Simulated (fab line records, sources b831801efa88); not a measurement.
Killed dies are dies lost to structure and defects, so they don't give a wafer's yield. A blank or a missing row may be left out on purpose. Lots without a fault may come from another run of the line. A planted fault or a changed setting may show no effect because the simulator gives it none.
Chamber matching | flow sky130 | SKY_FIELD_ISO_ETCH_17 on rie_si-02: 4 sister chambers
The step etches Si in HBr/Cl2/O2, target depth 342 nm, time 97.7 s. 4 wafers are shown with their chamber, then 11 later ones without.

WAFERS WITH THEIR CHAMBER
wafer  | chamber | drypump_motor_current_A (A)
L088.5 | 2       | 5.9
L089.1 | 0       | 5.5
L089.2 | 1       | 5.9
L090.1 | 3       | 6.0

WAFERS WITHOUT THEIR CHAMBER
wafer  | drypump_motor_current_A (A)
L090.3 | 5.5
L090.6 | 5.8
L093.1 | 5.5
L093.2 | 6.0
L093.3 | 5.9
L095.1 | 5.9
L095.2 | 6.0
L095.4 | 5.5
L097.1 | 5.9
L097.4 | 5.9
L097.6 | 6.0

WHICH CHAMBER EACH WENT THROUGH
wafer  | from the rows above     | in truth
L090.3 | 0                       | 0
L090.6 | can't be placed: 1 or 2 | 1
L093.1 | 0                       | 0
L093.2 | 3                       | 3
L093.3 | can't be placed: 1 or 2 | 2
L095.1 | can't be placed: 1 or 2 | 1
L095.2 | 3                       | 3
L095.4 | 0                       | 0
L097.1 | can't be placed: 1 or 2 | 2
L097.4 | can't be placed: 1 or 2 | 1
L097.6 | 3                       | 3
Placed correctly: 6 of 11. Can't be placed from these rows: 5 (the true chamber is among the candidates in 5). Placed wrongly: 0.
How it was worked out, from the rows above alone: a wafer's distance from a chamber is the root of the sum, over the readings, of the square of ((its reading less the chamber's mean) divided by the reading's scatter). The wafer belongs to the nearest chamber; if the next one is less than 2 further off, it can't be placed. A chamber's mean is the mean of its shown wafers. The scatter: with one shown wafer a chamber, the root of the mean of the squares of how far each hidden wafer lies from its nearest shown one.
